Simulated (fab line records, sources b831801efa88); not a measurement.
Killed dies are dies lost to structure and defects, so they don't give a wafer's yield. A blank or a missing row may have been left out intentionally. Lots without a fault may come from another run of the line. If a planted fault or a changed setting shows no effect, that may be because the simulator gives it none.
What tool caused it? ; flow sky130 ; Sampling: 7 lots, 21 wafers, 2 of 708 route steps

## WHAT THE GAUGES SHOWED, per wafer
SKY_NWELL_OVL_MEAS_23.
lot;measured;on;NWELL_01_OVL (nm)
L583;day 5 08:19;overlay-01;-4.0 -3.7 -4.0
L585;day 5 22:16;overlay-02;1.6 -0.9 1.1
L588;day 7 04:37;overlay-02;-1.4 -0.3 -0.9
L590;day 7 18:09;overlay-01;-1.9 -0.5 -0.5
L594;day 8 15:04;overlay-02;-3.1 -1.4 -1.8
L598;day 9 22:52;overlay-02;-0.4 -0.2 -0.8
L600;day 10 08:06;overlay-02;2.5 2.3 -0.2

## EACH LOT AND THE TOOL THAT RAN IT (in order: tool; ch and the chambers of the sampled wafers; start)
lot;SKY_NWELL_IMPLANT_12
L583;implanter-01 ch 0, day 4 14:01
L585;implanter-01 ch 0, day 5 03:04
L588;implanter-03 ch 0, day 6 08:40
L590;implanter-02 ch 0, day 6 22:42
L594;implanter-01 ch 0, day 7 18:44
L598;implanter-01 ch 0, day 9 00:43
L600;implanter-03 ch 0, day 9 10:11
- SKY_NWELL_IMPLANT_12

## THE ANSWER, worked out from the rows above alone
Rule: usual is defined by the lots themselves. Put in order of their means at a reading, lots are off if they are a third of the lots or fewer, leave a main group of 4 or more, and stand apart from it by a gap of 3 or more times the standard deviation of the main group's means; of several such gaps the widest counts. The tables above print the reading to a certain number of digits; a main group whose means all agree to those digits is not used. Also off: a lot with no number at a reading for which 4 or more lots have one. Any other lot the step has rows for is counted as sound.
No lot is off on any of the readings shown, so nothing can be concluded from this.

## WHAT THE SIMULATOR HAD INSERTED
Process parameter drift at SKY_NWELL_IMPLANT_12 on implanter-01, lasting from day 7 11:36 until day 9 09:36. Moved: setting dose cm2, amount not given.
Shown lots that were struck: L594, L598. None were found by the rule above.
